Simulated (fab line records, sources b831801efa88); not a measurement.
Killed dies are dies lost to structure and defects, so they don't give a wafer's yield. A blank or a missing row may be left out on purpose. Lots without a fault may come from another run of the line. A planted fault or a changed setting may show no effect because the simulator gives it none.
Chamber matching | flow sky130 | SKY_POLY_GATE_ETCH_16 on rie_diel-01: 4 sister chambers
The step etches Si3N4 in CH3F/O2, stops on poly-Si, time 147.5 s, target depth 75 nm. 4 wafers are shown with their chamber, then 7 later ones without.

WAFERS WITH THEIR CHAMBER
wafer  | chamber | drypump_motor_current_A (A)
L311.1 | 2       | 5.6
L315.1 | 1       | 6.1
L321.3 | 3       | 6.5
L322.2 | 0       | 5.8

WAFERS WITHOUT THEIR CHAMBER
wafer  | drypump_motor_current_A (A)
L322.4 | 6.5
L322.5 | 6.2
L324.2 | 6.5
L324.6 | 6.1
L330.2 | 5.6
L330.3 | 6.5
L330.6 | 6.5

WHICH CHAMBER EACH WENT THROUGH
wafer  | from the rows above | in truth
L322.4 | 3                   | 3
L322.5 | 1                   | 1
L324.2 | 3                   | 3
L324.6 | 1                   | 1
L330.2 | 2                   | 2
L330.3 | 3                   | 3
L330.6 | 3                   | 3
Placed correctly: 7 of 7. Can't be placed from these rows: 0. Placed wrongly: 0.
How it was worked out, from the rows above alone: a wafer's distance from a chamber is the root of the sum, over the readings, of the square of ((its reading less the chamber's mean) divided by the reading's scatter). The wafer belongs to the nearest chamber; if the next one is less than 2 further off, it can't be placed. A chamber's mean is the mean of its shown wafers. The scatter: with one shown wafer a chamber, the root of the mean of the squares of how far each hidden wafer lies from its nearest shown one.
